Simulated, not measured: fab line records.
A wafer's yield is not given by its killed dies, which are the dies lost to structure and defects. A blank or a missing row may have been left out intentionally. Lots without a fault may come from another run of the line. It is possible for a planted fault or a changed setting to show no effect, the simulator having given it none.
fab line records -- flow sfq_line
record lots=5, wafers=23
route steps=325 shown M4@153 I4@167 JJ@180 R5@217 I5@228 C5@247 M6@252
start_h: hours from the record's opening day to when the first of the lot's shown wafers began -- wait_h: hours from the lot's prior step to this one -- " unchanged from the row above -- L1.1+2: a single row standing in for several wafers -- - no value, or no start was given -- * or withheld: withheld -- < > ~ a bound
route shown NAME@n: a module of which the file shows steps, and the number in the route of the first -- usual: the fault-free wafers' mean and standard deviation -- same: alike in all rows -- chamber/n: place in a boat -- sites: readings site by site -- _std_site: the values' standard deviation -- _edge_site: the outer-site mean with the inner-site mean subtracted -- radius_mm: for every site, how far away it sits from the centre of the wafer -- mask NAME#n: copy n -- behind: tool/chamber where the wafer was last shaped -- hold: why the lot was held/for how many hours/how that ended -- device: transistor that didn't switch, given as n, p or np -- end of line: the route-end tests of the same wafers -- for a step that has no rows: nothing shown but its recipe -- killed: dies that structure and defects cost at the first sort, which is not the same as the wafer's yield -- map: a wafer's dies, x killed, . not, _ none there
set.NAME: the setting the step ran with; set.NAME@STEP: the setting that earlier step ran with -- model.NAME: the simulator's own value behind a step, which no gauge read
lots run with intentionally changed settings; tables by step, rows by wafer
## steps
# step SFQ_TRILAYER_M4_LITHO_COAT_093
# recipe resist=KrF, spin_rpm=3000, resist_thk_nm=600
lot.wafer,tool,chamber,start_h,wait_h,set.spin_rpm,model.KrF_of_TRILAYER_M4_LITHO_COAT_093.thk_nm
L074.1,litho_track-01,0,832.24,0.2,3000,599.6
L074.2,litho_track-01,0,832.24,0.2,3000,597.6
L074.5,litho_track-01,0,832.24,0.2,3000,598.1
L075.2,litho_track-01,0,838.31,0.2,2824,619.5
L075.3,litho_track-01,0,838.31,0.2,2824,618.1
L075.4,litho_track-01,0,838.31,0.2,2824,616.3
L075.5,litho_track-01,0,838.31,0.2,3000,598.2
L075.6,litho_track-01,0,838.31,0.2,3000,600.1
L076.1,litho_track-02,0,841.84,0.2,2880,611.4
L076.2,litho_track-02,0,841.84,0.2,3000,598.2
L076.3,litho_track-02,0,841.84,0.2,2880,611.7
L076.4,litho_track-02,0,841.84,0.2,2880,610.6
L076.6,litho_track-02,0,841.84,0.2,3000,597.5
L083.1,litho_track-01,0,891.95,0.2,3090,590.9
L083.2,litho_track-01,0,891.95,0.2,3000,600.1
L083.4,litho_track-01,0,891.95,0.2,3090,593.1
L083.5,litho_track-01,0,891.95,0.2,3090,592.2
L083.6,litho_track-01,0,891.95,0.2,3000,601
L084.1,litho_track-04,0,894.86,0.2,3163,585.7
L084.2,litho_track-04,0,894.86,0.2,3163,583.3
L084.3,litho_track-04,0,894.86,0.2,3000,600.6
L084.4,litho_track-04,0,894.86,0.2,3000,598.4
L084.5,litho_track-04,0,894.86,0.2,3163,584
# step SFQ_TRILAYER_M4_LITHO_SOFTBAKE_097
# recipe temp_c=withheld, time_s=withheld, resist=KrF
# step SFQ_TRILAYER_M4_LITHO_EXPOSE_094
# recipe mask_id=M4, na=0.6, source_shape=conventional, sigma_outer=0.65, target_cd_nm=500, dose_mj=14.4
# step SFQ_TRILAYER_M4_BARC_OPEN_METAL_ETCH_123
# recipe mask_material=PR, chemistry=O2, target_depth_nm=125, target=BARC, icp_w=600, bias_w=80, pressure_mtorr=10, time_s=41.7
# step SFQ_TRILAYER_M4_ETCH_METAL_ETCH_096
# recipe target=Nb, stop_on=SiO2, mask_material=PR, chemistry=Cl2/Ar, target_depth_nm=240, icp_w=600, bias_w=80, pressure_mtorr=10, time_s=120
lot.wafer,tool,chamber,start_h,wait_h,set.spin_rpm@TRILAYER_M4_LITHO_COAT_093,model.KrF_of_TRILAYER_M4_LITHO_COAT_093.thk_nm
L074.1,rie_metal-03,1,839.30,0.0,3000,377
L074.2,rie_metal-03,0,839.30,0.0,3000,380
L074.5,rie_metal-03,1,839.30,0.0,3000,375.3
L075.2,rie_metal-02,1,841.70,0.0,2824,401
L075.3,rie_metal-02,0,841.70,0.0,2824,395.3
L075.4,rie_metal-02,1,841.70,0.0,2824,398.6
L075.5,rie_metal-02,1,841.70,0.0,3000,379.4
L075.6,rie_metal-02,0,841.70,0.0,3000,377.9
L076.1,rie_metal-02,1,847.70,0.0,2880,393.2
L076.2,rie_metal-02,0,847.70,0.0,3000,375.9
L076.3,rie_metal-02,0,847.70,0.0,2880,389.7
L076.4,rie_metal-02,1,847.70,0.0,2880,391.6
L076.6,rie_metal-02,1,847.70,0.0,3000,378.6
L083.1,rie_metal-03,1,1037.95,0.0,3090,369.9
L083.2,rie_metal-03,0,1037.95,0.0,3000,382.7
L083.4,rie_metal-03,1,1037.95,0.0,3090,371.2
L083.5,rie_metal-03,1,1037.95,0.0,3090,370.4
L083.6,rie_metal-03,0,1037.95,0.0,3000,383.3
L084.1,rie_metal-03,1,1042.40,0.0,3163,362.4
L084.2,rie_metal-03,0,1042.40,0.0,3163,365.5
L084.3,rie_metal-03,1,1042.40,0.0,3000,378.9
L084.4,rie_metal-03,0,1042.40,0.0,3000,380.4
L084.5,rie_metal-03,1,1042.40,0.0,3163,360.8
# step SFQ_TRILAYER_I4_VIA_LITHO_COAT_108
# recipe resist=BARC, spin_rpm=3000, resist_thk_nm=62
lot.wafer,tool,chamber,start_h,wait_h,set.resist_thk_nm,model.BARC_of_TRILAYER_I4_VIA_LITHO_COAT_108.thk_nm
L074.1,litho_track-03,0,853.08,1.0,62,61.84
L074.2,litho_track-03,0,853.08,1.0,62,62.01
L074.5,litho_track-03,0,853.08,1.0,62,61.81
L075.2,litho_track-03,0,856.13,0.8,59.83,59.86
L075.3,litho_track-03,0,856.13,0.8,62,61.94
L075.4,litho_track-03,0,856.13,0.8,62,61.95
L075.5,litho_track-03,0,856.13,0.8,59.83,59.84
L075.6,litho_track-03,0,856.13,0.8,62,62.06
L076.1,litho_track-04,0,862.47,1.0,62,61.74
L076.2,litho_track-04,0,862.47,1.0,62,61.54
L076.3,litho_track-04,0,862.47,1.0,65.08,64.68
L076.4,litho_track-04,0,862.47,1.0,65.08,64.86
L076.6,litho_track-04,0,862.47,1.0,65.08,64.76
L083.1,litho_track-01,0,1043.24,1.0,64.02,64.05
L083.2,litho_track-01,0,1043.24,1.0,62,61.94
L083.4,litho_track-01,0,1043.24,1.0,64.02,64.21
L083.5,litho_track-01,0,1043.24,1.0,62,61.79
L083.6,litho_track-01,0,1043.24,1.0,64.02,63.94
L084.1,litho_track-03,0,1047.70,1.0,62,62.1
L084.2,litho_track-03,0,1047.70,1.0,62.99,62.99
L084.3,litho_track-03,0,1047.70,1.0,62.99,62.78
L084.4,litho_track-03,0,1047.70,1.0,62.99,63.1
L084.5,litho_track-03,0,1047.70,1.0,62,61.75
# step SFQ_TRILAYER_I4_VIA_LITHO_PEB_106
# recipe peb_temp_c=115, peb_time_s=60, resist=KrF
lot.wafer,tool,chamber,start_h,wait_h,set.peb_temp_c
L074.1+2+5,litho_track-03,0,997.95,1.0,115
L075.2+3+5,litho_track-01,0,1002.78,0.8,115
L075.4+6,litho_track-01,0,1002.78,0.8,113.7
L076.1+3,litho_track-01,0,1008.75,1.0,111.9
L076.2+4+6,litho_track-01,0,1008.75,1.0,115
L083.1+4,litho_track-04,0,1187.28,1.0,117.1
L083.2+5+6,litho_track-04,0,1187.28,1.0,115
L084.1+2,litho_track-04,0,1190.88,1.0,116
L084.3+4+5,litho_track-04,0,1190.88,1.0,115
# step SFQ_TRILAYER_I4_VIA_LITHO_DEVELOP_105
# recipe time_s=60, resist=KrF
# step SFQ_TRILAYER_I4_VIA_BARC_OPEN_VIA_ETCH_146
# recipe mask_material=PR, chemistry=O2, target_depth_nm=125, target=BARC, source_w=500, bias_w=80, pressure_mtorr=30, time_s=41.7
# usual oes_product_au=0.684/0.0046
lot.wafer,tool,chamber,start_h,wait_h,set.resist_thk_nm@TRILAYER_I4_VIA_LITHO_COAT_108,set.peb_temp_c@TRILAYER_I4_VIA_LITHO_PEB_106,oes_product_au,model.I4.cd_nm
L074.1,rie_diel-01,2,998.29,0.0,62,115,0.679,698.1
L074.2,rie_diel-01,0,998.29,0.0,62,115,0.684,698.8
L074.5,rie_diel-01,3,998.29,0.0,62,115,0.681,698.5
L075.2,rie_diel-02,1,1003.09,0.0,59.83,115,0.673,700.5
L075.3,rie_diel-02,2,1003.09,0.0,62,115,0.681,700
L075.4,rie_diel-02,3,1003.09,0.0,62,113.7,0.687,676.7
L075.5,rie_diel-02,2,1003.09,0.0,59.83,115,0.678,701.8
L075.6,rie_diel-02,3,1003.09,0.0,62,113.7,0.686,675.7
L076.1,rie_diel-03,1,1009.09,0.0,62,111.9,0.684,635.1
L076.2,rie_diel-03,3,1009.09,0.0,62,115,0.680,699.2
L076.3,rie_diel-03,0,1009.09,0.0,65.08,111.9,0.705,637.7
L076.4,rie_diel-03,2,1009.09,0.0,65.08,115,0.707,699.5
L076.6,rie_diel-03,3,1009.09,0.0,65.08,115,0.704,699.4
L083.1,rie_diel-02,3,1187.61,0.0,64.02,117.1,0.698,738.8
L083.2,rie_diel-02,0,1187.61,0.0,62,115,0.691,703.1
L083.4,rie_diel-02,2,1187.61,0.0,64.02,117.1,0.691,735.7
L083.5,rie_diel-02,2,1187.61,0.0,62,115,0.688,702.5
L083.6,rie_diel-02,1,1187.61,0.0,64.02,115,0.695,701.1
L084.1,rie_diel-02,2,1191.21,0.0,62,116,0.688,718.7
L084.2,rie_diel-02,3,1191.21,0.0,62.99,116,0.694,720
L084.3,rie_diel-02,1,1191.21,0.0,62.99,115,0.687,701.3
L084.4,rie_diel-02,1,1191.21,0.0,62.99,115,0.691,701.4
L084.5,rie_diel-02,2,1191.21,0.0,62,115,0.690,701.4
# step SFQ_TRILAYER_JJ_TRILAYER_DEP_SPUTTER_110
# recipe material=Al, base_pressure_pa=1.33e-06, target_thk_nm=8, power_w=500, time_s=10, chamber_pressure_pa=0.4
lot.wafer,tool,chamber,start_h,wait_h,set.power_w,model.Al_of_TRILAYER_JJ_TRILAYER_DEP_SPUTTER_110.thk_nm
L074.1,pvd_sputter-06,-,999.32,0.0,500,8.097
L074.2,pvd_sputter-06,-,999.32,0.0,500,7.861
L074.5,pvd_sputter-06,-,999.32,0.0,500,7.869
L075.2,pvd_sputter-03,-,1004.13,0.0,500,7.906
L075.3,pvd_sputter-03,-,1004.13,0.0,500,7.881
L075.4,pvd_sputter-03,-,1004.13,0.0,558.2,8.944
L075.5,pvd_sputter-03,-,1004.13,0.0,558.2,8.905
L075.6,pvd_sputter-03,-,1004.13,0.0,558.2,8.938
L076.1,pvd_sputter-05,-,1010.12,0.0,526.1,8.629
L076.2,pvd_sputter-05,-,1010.12,0.0,526.1,8.627
L076.3,pvd_sputter-05,-,1010.12,0.0,500,8.154
L076.4,pvd_sputter-05,-,1010.12,0.0,526.1,8.534
L076.6,pvd_sputter-05,-,1010.12,0.0,500,8.264
L083.1,pvd_sputter-06,-,1188.64,0.0,500,7.943
L083.2,pvd_sputter-06,-,1188.64,0.0,518.9,8.142
L083.4,pvd_sputter-06,-,1188.64,0.0,518.9,8.151
L083.5,pvd_sputter-06,-,1188.64,0.0,518.9,8.062
L083.6,pvd_sputter-06,-,1188.64,0.0,500,7.974
L084.1,pvd_sputter-05,-,1192.24,0.0,500,7.913
L084.2,pvd_sputter-05,-,1192.24,0.0,500,8.003
L084.3,pvd_sputter-05,-,1192.24,0.0,500,8.066
L084.4,pvd_sputter-05,-,1192.24,0.0,500,8.104
L084.5,pvd_sputter-05,-,1192.24,0.0,500,8.048
# step SFQ_TRILAYER_JJ_CE_LITHO_COAT_119
# recipe resist=BARC, spin_rpm=3000, resist_thk_nm=62
lot.wafer,tool,chamber,start_h,wait_h,set.resist_thk_nm,model.BARC_of_TRILAYER_JJ_CE_LITHO_COAT_119.thk_nm
L074.1,litho_track-04,0,1000.60,0.1,62,61.94
L074.2,litho_track-04,0,1000.60,0.1,62,61.96
L074.5,litho_track-04,0,1000.60,0.1,62,62.06
L075.2,litho_track-02,0,1005.46,0.1,58.32,58.68
L075.3,litho_track-02,0,1005.46,0.1,62,62.41
L075.4,litho_track-02,0,1005.46,0.1,58.32,58.81
L075.5,litho_track-02,0,1005.46,0.1,62,62.48
L075.6,litho_track-02,0,1005.46,0.1,58.32,58.77
L076.1,litho_track-02,0,1011.40,0.1,62,62.09
L076.2,litho_track-02,0,1011.40,0.1,64.04,64.34
L076.3,litho_track-02,0,1011.40,0.1,64.04,64.3
L076.4,litho_track-02,0,1011.40,0.1,64.04,64.25
L076.6,litho_track-02,0,1011.40,0.1,62,62.21
L083.1,litho_track-03,0,1189.92,0.1,64.61,64.38
L083.2,litho_track-03,0,1189.92,0.1,64.61,64.39
L083.4,litho_track-03,0,1189.92,0.1,62,61.91
L083.5,litho_track-03,0,1189.92,0.1,62,61.74
L083.6,litho_track-03,0,1189.92,0.1,62,62.02
L084.1,litho_track-02,0,1193.52,0.1,62,62.21
L084.2,litho_track-02,0,1193.52,0.1,62,61.69
L084.3,litho_track-02,0,1193.52,0.1,62,62.09
L084.4,litho_track-02,0,1193.52,0.1,59.01,59.03
L084.5,litho_track-02,0,1193.52,0.1,59.01,59.05
# step SFQ_TRILAYER_R5_LITHO_COAT_141
# recipe resist=BARC, spin_rpm=3000, resist_thk_nm=62
lot.wafer,tool,chamber,start_h,wait_h,set.spin_rpm,model.BARC_of_TRILAYER_R5_LITHO_COAT_141.thk_nm
L074.1,litho_track-04,0,1166.72,0.1,3000,62.03
L074.2,litho_track-04,0,1166.72,0.1,3000,62.08
L074.5,litho_track-04,0,1166.72,0.1,3000,62.19
L075.2,litho_track-01,0,1169.77,0.1,3192,60.2
L075.3,litho_track-01,0,1169.77,0.1,3000,62.18
L075.4,litho_track-01,0,1169.77,0.1,3000,62.04
L075.5,litho_track-01,0,1169.77,0.1,3192,60.26
L075.6,litho_track-01,0,1169.77,0.1,3192,59.99
L076.1,litho_track-02,0,1173.40,0.1,3000,61.96
L076.2,litho_track-02,0,1173.40,0.1,2901,63.3
L076.3,litho_track-02,0,1173.40,0.1,2901,63.25
L076.4,litho_track-02,0,1173.40,0.1,3000,62.13
L076.6,litho_track-02,0,1173.40,0.1,2901,63
L083.1,litho_track-01,0,1346.52,0.1,3000,62.07
L083.2,litho_track-01,0,1346.52,0.1,3000,61.79
L083.4,litho_track-01,0,1346.52,0.1,2881,63.34
L083.5,litho_track-01,0,1346.52,0.1,2881,63.28
L083.6,litho_track-01,0,1346.52,0.1,3000,62.09
L084.1,litho_track-01,0,1350.20,0.1,3000,62.29
L084.2,litho_track-01,0,1350.20,0.1,3000,62.57
L084.3,litho_track-01,0,1350.20,0.1,3000,62.37
L084.4,litho_track-01,0,1350.20,0.1,3000,62.6
L084.5,litho_track-01,0,1350.20,0.1,3000,62.38
# step SFQ_TRILAYER_R5_LITHO_PEB_139
# recipe peb_temp_c=115, peb_time_s=60, resist=KrF
lot.wafer,tool,chamber,start_h,wait_h,set.peb_temp_c
L074.1+2+5,litho_track-02,0,1308.07,1.0,115
L075.2+3+4+5+6,litho_track-01,0,1311.70,0.8,115
L076.1+2+4,litho_track-02,0,1315.27,1.0,118.6
L076.3+6,litho_track-02,0,1315.27,1.0,115
L083.1+4+6,litho_track-01,0,1471.42,1.0,112.8
L083.2+5,litho_track-01,0,1471.42,1.0,115
L084.1+2,litho_track-04,0,1473.82,1.0,115
L084.3+4+5,litho_track-04,0,1473.82,1.0,113.8
# step SFQ_TRILAYER_R5_LITHO_DEVELOP_138
# recipe time_s=60, resist=KrF
# step SFQ_TRILAYER_R5_BARC_OPEN_METAL_ETCH_177
# recipe mask_material=PR, chemistry=O2, target_depth_nm=125, target=BARC, icp_w=600, bias_w=80, pressure_mtorr=10, time_s=41.7
lot.wafer,tool,chamber,start_h,wait_h,set.peb_temp_c@TRILAYER_R5_LITHO_PEB_139,model.R5.cd_nm
L074.1,rie_metal-02,0,1308.41,0.0,115,500
L074.2,rie_metal-02,1,1308.41,0.0,115,502.7
L074.5,rie_metal-02,0,1308.41,0.0,115,501.1
L075.2,rie_metal-02,0,1312.01,0.0,115,499.5
L075.3,rie_metal-02,1,1312.01,0.0,115,501.5
L075.4,rie_metal-02,0,1312.01,0.0,115,501
L075.5,rie_metal-02,1,1312.01,0.0,115,501.7
L075.6,rie_metal-02,0,1312.01,0.0,115,501.2
L076.1,rie_metal-03,1,1315.61,0.0,118.6,444.8
L076.2,rie_metal-03,0,1315.61,0.0,118.6,444.6
L076.3,rie_metal-03,1,1315.61,0.0,115,501.6
L076.4,rie_metal-03,0,1315.61,0.0,118.6,443.5
L076.6,rie_metal-03,1,1315.61,0.0,115,502.2
L083.1,rie_metal-02,1,1471.76,0.0,112.8,543
L083.2,rie_metal-02,0,1471.76,0.0,115,498.8
L083.4,rie_metal-02,1,1471.76,0.0,112.8,543.9
L083.5,rie_metal-02,0,1471.76,0.0,115,499.5
L083.6,rie_metal-02,1,1471.76,0.0,112.8,544.5
L084.1,rie_metal-03,0,1474.16,0.0,115,497.8
L084.2,rie_metal-03,1,1474.16,0.0,115,500.2
L084.3,rie_metal-03,0,1474.16,0.0,113.8,521
L084.4,rie_metal-03,1,1474.16,0.0,113.8,523
L084.5,rie_metal-03,0,1474.16,0.0,113.8,520.8
# step SFQ_TRILAYER_A5C_DEP_PECVD_142
# recipe material=SiO2, temp_c=150, time_s=15.556, pressure_torr=2.4, rf_w=183.3, precursor=SiH4/N2O, target_thk_nm=70
lot.wafer,tool,chamber,start_h,wait_h,set.time_s,model.SiO2_of_TRILAYER_A5C_DEP_PECVD_142.thk_nm
L074.1,pecvd-02,2,1309.30,0.0,15.556,69.09
L074.2,pecvd-02,1,1309.30,0.0,15.556,69.24
L074.5,pecvd-02,0,1309.30,0.0,15.556,69.49
L075.2,pecvd-01,0,1312.90,0.0,15.556,69.89
L075.3,pecvd-01,1,1312.90,0.0,13.82,62.2
L075.4,pecvd-01,0,1312.90,0.0,13.82,63.32
L075.5,pecvd-01,1,1312.90,0.0,13.82,63.91
L075.6,pecvd-01,2,1312.90,0.0,15.556,71
L076.1,pecvd-02,0,1316.50,0.0,17.69,77.81
L076.2,pecvd-02,1,1316.50,0.0,17.69,78.78
L076.3,pecvd-02,2,1316.50,0.0,17.69,79.03
L076.4,pecvd-02,2,1316.50,0.0,15.556,70.38
L076.6,pecvd-02,1,1316.50,0.0,15.556,70.46
L083.1,pecvd-02,1,1472.65,0.0,15.556,69.46
L083.2,pecvd-02,2,1472.65,0.0,15.556,69.08
L083.4,pecvd-02,1,1472.65,0.0,14.53,65.73
L083.5,pecvd-02,0,1472.65,0.0,14.53,65.76
L083.6,pecvd-02,2,1472.65,0.0,14.53,66.35
L084.1,pecvd-04,0,1475.05,0.0,17.49,77.96
L084.2,pecvd-04,2,1475.05,0.0,17.49,78.83
L084.3,pecvd-04,1,1475.05,0.0,17.49,78.43
L084.4,pecvd-04,0,1475.05,0.0,15.556,69.69
L084.5,pecvd-04,1,1475.05,0.0,15.556,70.71
# step SFQ_TRILAYER_C5_BARC_OPEN_VIA_ETCH_210
# recipe mask_material=PR, chemistry=O2, target_depth_nm=125, target=BARC, source_w=500, bias_w=80, pressure_mtorr=30, time_s=41.7
lot.wafer,tool,chamber,start_h,wait_h,set.bias_w
L074.1+2+5,rie_diel-01,"3,2,2",1444.03,0.0,80
L075.2+3+6,rie_diel-01,"0,2,1",1448.96,0.0,74.66
L075.4+5,rie_diel-01,"1,0",1448.96,0.0,80
L076.1+2+3+4+6,rie_diel-04,"0,1,2,3,3",1452.56,0.0,80
L083.1+5,rie_diel-04,"1,0",1597.17,0.0,80
L083.2+4+6,rie_diel-04,"3,2,3",1597.17,0.0,72.09
L084.1+3+4,rie_diel-03,"3,1,0",1599.57,0.0,84.15
L084.2+5,rie_diel-03,2,1599.57,0.0,80
# step SFQ_TRILAYER_C5_ETCH_VIA_ETCH_154
# recipe target=SiO2, mask_material=PR, chemistry=CHF3, target_depth_nm=84, source_w=500, bias_w=80, pressure_mtorr=30, time_s=withheld, stop_on=Nb
# usual oes_product_au=0.893/0.0068
lot.wafer,tool,chamber,start_h,wait_h,set.time_s@TRILAYER_A5C_DEP_PECVD_142,oes_product_au,model.C5.feature_depth_nm
L074.1,rie_diel-01,3,1444.07,0.0,*,0.892,69.09
L074.2,rie_diel-01,2,1444.07,0.0,*,0.891,69.24
L074.5,rie_diel-01,2,1444.07,0.0,*,0.893,69.49
L075.2,rie_diel-01,0,1449.00,0.0,*,0.895,69.89
L075.3,rie_diel-01,2,1449.00,0.0,*,0.842,62.2
L075.4,rie_diel-01,1,1449.00,0.0,*,0.850,63.32
L075.5,rie_diel-01,0,1449.00,0.0,*,0.846,63.91
L075.6,rie_diel-01,1,1449.00,0.0,*,0.902,71
L076.1,rie_diel-04,0,1452.60,0.0,*,0.952,77.81
L076.2,rie_diel-04,1,1452.60,0.0,*,0.966,78.78
L076.3,rie_diel-04,2,1452.60,0.0,*,0.961,79.03
L076.4,rie_diel-04,3,1452.60,0.0,*,0.898,70.38
L076.6,rie_diel-04,3,1452.60,0.0,*,0.894,70.46
L083.1,rie_diel-04,1,1597.21,0.0,*,0.890,69.46
L083.2,rie_diel-04,3,1597.21,0.0,*,0.887,69.08
L083.4,rie_diel-04,2,1597.21,0.0,*,0.858,65.73
L083.5,rie_diel-04,0,1597.21,0.0,*,0.861,65.76
L083.6,rie_diel-04,3,1597.21,0.0,*,0.875,66.35
L084.1,rie_diel-03,3,1599.61,0.0,*,0.950,77.95
L084.2,rie_diel-03,2,1599.61,0.0,*,0.963,78.83
L084.3,rie_diel-03,1,1599.61,0.0,*,0.955,78.42
L084.4,rie_diel-03,0,1599.61,0.0,*,0.892,69.68
L084.5,rie_diel-03,2,1599.61,0.0,*,0.892,70.71
# step SFQ_TRILAYER_M6_DEP_SPUTTER_157
# recipe material=Nb, base_pressure_pa=1.33e-06, chamber_pressure_pa=0.1333, substrate_temp_c=20, target_thk_nm=200, power_w=2000, time_s=133.3
lot.wafer,tool,chamber,start_h,wait_h,set.time_s,model.Nb_of_TRILAYER_M6_DEP_SPUTTER_157.thk_nm
L074.1,pvd_sputter-05,-,1445.53,0.0,133.3,199.2
L074.2,pvd_sputter-05,-,1445.53,0.0,133.3,200.5
L074.5,pvd_sputter-05,-,1445.53,0.0,133.3,200.2
L075.2,pvd_sputter-04,-,1449.85,0.0,133.3,199.2
L075.3,pvd_sputter-04,-,1449.85,0.0,133.3,201.1
L075.4,pvd_sputter-04,-,1449.85,0.0,133.3,202.7
L075.5,pvd_sputter-04,-,1449.85,0.0,133.3,198.8
L075.6,pvd_sputter-04,-,1449.85,0.0,133.3,202.8
L076.1,pvd_sputter-05,-,1453.45,0.0,133.3,203.4
L076.2,pvd_sputter-05,-,1453.45,0.0,149.7,226.1
L076.3,pvd_sputter-05,-,1453.45,0.0,133.3,200.9
L076.4,pvd_sputter-05,-,1453.45,0.0,133.3,201.6
L076.6,pvd_sputter-05,-,1453.45,0.0,149.7,228.9
L083.1,pvd_sputter-05,-,1598.08,0.0,123.1,182.9
L083.2,pvd_sputter-05,-,1598.08,0.0,123.1,186.1
L083.4,pvd_sputter-05,-,1598.08,0.0,123.1,182.7
L083.5,pvd_sputter-05,-,1598.08,0.0,133.3,199.2
L083.6,pvd_sputter-05,-,1598.08,0.0,133.3,201.5
L084.1,pvd_sputter-04,-,1600.47,0.0,133.3,199.1
L084.2,pvd_sputter-04,-,1600.47,0.0,119.1,176.8
L084.3,pvd_sputter-04,-,1600.47,0.0,133.3,197.2
L084.4,pvd_sputter-04,-,1600.47,0.0,119.1,175.4
L084.5,pvd_sputter-04,-,1600.47,0.0,119.1,177.5
# step SFQ_M6_RS_MEAS_938
# recipe thk_meas_gauge=four-point-probe, reads=Nb_of_TRILAYER_M6_DEP_SPUTTER_157
# usual M6_NB_RS=0.889/0.0093
lot.wafer,tool,chamber,start_h,wait_h,set.time_s@TRILAYER_M6_DEP_SPUTTER_157,M6_NB_RS[ohm/sq]
L074.1,film_metro-03,-,1445.62,0.0,133.3,0.895
L074.2,film_metro-03,-,1445.62,0.0,133.3,0.887
L074.5,film_metro-03,-,1445.62,0.0,133.3,0.890
L075.2,film_metro-03,-,1449.96,0.1,133.3,0.894
L075.3,film_metro-03,-,1449.96,0.1,133.3,0.886
L075.4,film_metro-03,-,1449.96,0.1,133.3,0.878
L075.5,film_metro-03,-,1449.96,0.1,133.3,0.894
L075.6,film_metro-03,-,1449.96,0.1,133.3,0.878
L076.1,film_metro-03,-,1453.54,0.0,133.3,0.873
L076.2,film_metro-03,-,1453.54,0.0,149.7,0.787
L076.3,film_metro-03,-,1453.54,0.0,133.3,0.887
L076.4,film_metro-03,-,1453.54,0.0,133.3,0.883
L076.6,film_metro-03,-,1453.54,0.0,149.7,0.776
L083.1,film_metro-01,-,1598.17,0.0,123.1,0.975
L083.2,film_metro-01,-,1598.17,0.0,123.1,0.959
L083.4,film_metro-01,-,1598.17,0.0,123.1,0.976
L083.5,film_metro-01,-,1598.17,0.0,133.3,0.893
L083.6,film_metro-01,-,1598.17,0.0,133.3,0.883
L084.1,film_metro-04,-,1600.56,0.0,133.3,0.891
L084.2,film_metro-04,-,1600.56,0.0,119.1,1.006
L084.3,film_metro-04,-,1600.56,0.0,133.3,0.901
L084.4,film_metro-04,-,1600.56,0.0,119.1,1.014
L084.5,film_metro-04,-,1600.56,0.0,119.1,1.002
# step SFQ_TRILAYER_M6_LITHO_PEB_162
# recipe peb_temp_c=115, peb_time_s=60, resist=KrF
lot.wafer,tool,chamber,start_h,wait_h,set.peb_temp_c
L074.1+2+5,litho_track-01,0,1565.76,1.0,115
L075.2+4+5,litho_track-02,0,1569.39,0.8,112
L075.3+6,litho_track-02,0,1569.39,0.8,115
L076.1+6,litho_track-02,0,1572.96,1.0,115
L076.2+3+4,litho_track-02,0,1572.96,1.0,118.3
L083.1+4+5,litho_track-01,0,1600.44,1.0,115
L083.2+6,litho_track-01,0,1600.44,1.0,116.6
L084.1+2+4,litho_track-02,0,1602.69,1.0,115
L084.3+5,litho_track-02,0,1602.69,1.0,114
## key
split step=SFQ_TRILAYER_M4_LITHO_COAT_093, setting=spin_rpm, stated=3000, by=wafer
response step=SFQ_TRILAYER_M4_LITHO_COAT_093, reading=model.KrF_of_TRILAYER_M4_LITHO_COAT_093.thk_nm, change=-3.06, per=1%, r=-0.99
response step=SFQ_TRILAYER_M4_ETCH_METAL_ETCH_096, reading=model.KrF_of_TRILAYER_M4_LITHO_COAT_093.thk_nm, change=-3.38, per=1%, r=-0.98
split step=SFQ_TRILAYER_I4_VIA_LITHO_COAT_108, setting=resist_thk_nm, stated=62, by=wafer
response step=SFQ_TRILAYER_I4_VIA_LITHO_COAT_108, reading=model.BARC_of_TRILAYER_I4_VIA_LITHO_COAT_108.thk_nm, change=+0.635, per=1%, r=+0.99
response step=SFQ_TRILAYER_I4_VIA_BARC_OPEN_VIA_ETCH_146, reading=oes_product_au, change=+0.00341, per=1%, r=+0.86
split step=SFQ_TRILAYER_I4_VIA_LITHO_PEB_106, setting=peb_temp_c, stated=115, by=wafer
response step=SFQ_TRILAYER_I4_VIA_BARC_OPEN_VIA_ETCH_146, reading=model.I4.cd_nm, change=+21.9, per=1%, r=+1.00
split step=SFQ_TRILAYER_JJ_TRILAYER_DEP_SPUTTER_110, setting=power_w, stated=500, by=wafer
response step=SFQ_TRILAYER_JJ_TRILAYER_DEP_SPUTTER_110, reading=model.Al_of_TRILAYER_JJ_TRILAYER_DEP_SPUTTER_110.thk_nm, change=+0.0829, per=1%, r=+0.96
split step=SFQ_TRILAYER_JJ_CE_LITHO_COAT_119, setting=resist_thk_nm, stated=62, by=wafer
response step=SFQ_TRILAYER_JJ_CE_LITHO_COAT_119, reading=model.BARC_of_TRILAYER_JJ_CE_LITHO_COAT_119.thk_nm, change=+0.617, per=1%, r=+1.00
split step=SFQ_TRILAYER_R5_LITHO_COAT_141, setting=spin_rpm, stated=3000, by=wafer
response step=SFQ_TRILAYER_R5_LITHO_COAT_141, reading=model.BARC_of_TRILAYER_R5_LITHO_COAT_141.thk_nm, change=-0.319, per=1%, r=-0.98
split step=SFQ_TRILAYER_R5_LITHO_PEB_139, setting=peb_temp_c, stated=115, by=wafer
response step=SFQ_TRILAYER_R5_BARC_OPEN_METAL_ETCH_177, reading=model.R5.cd_nm, change=-19.9, per=1%, r=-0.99
split step=SFQ_TRILAYER_A5C_DEP_PECVD_142, setting=time_s, stated=15.556, by=wafer
response step=SFQ_TRILAYER_A5C_DEP_PECVD_142, reading=model.SiO2_of_TRILAYER_A5C_DEP_PECVD_142.thk_nm, change=+0.62, per=1%, r=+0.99
response step=SFQ_TRILAYER_C5_ETCH_VIA_ETCH_154, reading=oes_product_au, change=+0.00472, per=1%, r=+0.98
response step=SFQ_TRILAYER_C5_ETCH_VIA_ETCH_154, reading=model.C5.feature_depth_nm, change=+0.62, per=1%, r=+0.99
split step=SFQ_TRILAYER_C5_BARC_OPEN_VIA_ETCH_210, setting=bias_w, stated=80, by=wafer
response none clear
split step=SFQ_TRILAYER_M6_DEP_SPUTTER_157, setting=time_s, stated=133.3, by=wafer
response step=SFQ_TRILAYER_M6_DEP_SPUTTER_157, reading=model.Nb_of_TRILAYER_M6_DEP_SPUTTER_157.thk_nm, change=+2.07, per=1%, r=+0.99
response step=SFQ_M6_RS_MEAS_938, reading=M6_NB_RS, change=-0.00941, per=1%, r=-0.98
split step=SFQ_TRILAYER_M6_LITHO_PEB_162, setting=peb_temp_c, stated=115, by=wafer
response none in this file
